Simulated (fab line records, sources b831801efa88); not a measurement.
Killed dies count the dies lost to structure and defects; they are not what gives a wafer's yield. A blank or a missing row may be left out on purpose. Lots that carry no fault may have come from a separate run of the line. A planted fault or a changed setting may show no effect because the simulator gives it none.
One fault seen from 2 desks -- flow gf180mcu -- numbers are kept per desk, each desk with only its own; the story behind them comes last

== AT THE METROLOGY DESK ==
Means of the sampled wafers that have a number, per lot and without regard to the tool the lot ran on: this is what the gauges read. A lot is out of limits, marked OUT, if its mean lies more than 4 standard deviations from the usual mean; the brackets give that distance.
Columns: A = V3_BOW at GF_V3_BOW_MEAS_05, usual 117 um; B = M4_ALCU_THK at GF_M4_THK_MEAS_06, usual 453 nm
lot,first seen here,A,B
L259,day 22 00:59,128,459
L260,day 22 22:10,117,454
L261,day 23 09:07,112,453
L262,day 23 16:48,113,459
L266,day 24 23:17,108,459
L268,day 25 16:28,117,461
L270,day 26 02:45,119,454
L273,day 26 23:05,110,461
L276,day 27 16:25,119,455
L279,day 28 14:27,118,447
L280,day 28 20:26,114,450
This desk's finding: nothing out of limits on any of the 11 lots.

== DESK OF THE TOOL OWNER: rie metal-04 ==
The tool's own readings at GF_M4_METAL_ETCH_16 (etches the open film in Cl2/BCl3, stops on SiO2, target depth 627.5 nm, time 104.6 s): means of the sampled wafers that have a number, for each lot that ran on this tool. A lot is out of limits, marked OUT, if its mean lies more than 4 standard deviations from the usual mean; the brackets give that distance.
Columns: A = drypump motor current A at GF_M4_METAL_ETCH_16, usual 5.5 A; B = oes product au at GF_M4_METAL_ETCH_16, usual 0.972 a.u.; C = run length s at GF_M4_METAL_ETCH_16, usual 133.0 s; D = throttle valve pct at GF_M4_METAL_ETCH_16, usual 28.250 %
lot,first seen here,A,B,C,D
L260,day 24 21:02,5.4,0.970,133.1,28.250
L261,day 25 06:39,5.4,0.969,133.1,28.254
L270,day 27 20:38,5.4,0.977,133.3,28.255
L273,day 28 16:53,5.5,0.984,133.1,28.241
L276,day 29 08:24,5.5,0.973,132.9,28.243
L279,day 30 07:10,5.4,0.930 (-5.3) OUT,140.1 (+10) OUT,28.298 (+4.4) OUT
L280,day 30 12:24,5.4,0.928 (-5.7) OUT,140.2 (+10) OUT,28.302 (+4.7) OUT
This desk finds L279, L280 out of limits, L279 being first, at day 30 07:10 (oes product au at GF_M4_METAL_ETCH_16). In limits: L260, L261, L270, L273, L276.

== ALL TOGETHER ==
On L279, L280, at day 30 07:10, an alarm was possible from the tool owner's desk.
From the metrology desk's view, nothing was out of limits.
The metrology desk has L279, L280 on record, within its limits.
The lots listed all ran GF_M4_METAL_ETCH_16 on rie metal-04.

== WHAT HAD BEEN PUT IN BY THE SIMULATOR ==
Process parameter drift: rie metal-04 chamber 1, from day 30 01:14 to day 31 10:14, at GF_M4_METAL_ETCH_16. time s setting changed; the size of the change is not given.
Shown lots that were struck: L279, L280.
How many hours passed from the start of the fault until each desk's first out-of-limits reading: the tool owner's desk, 6.
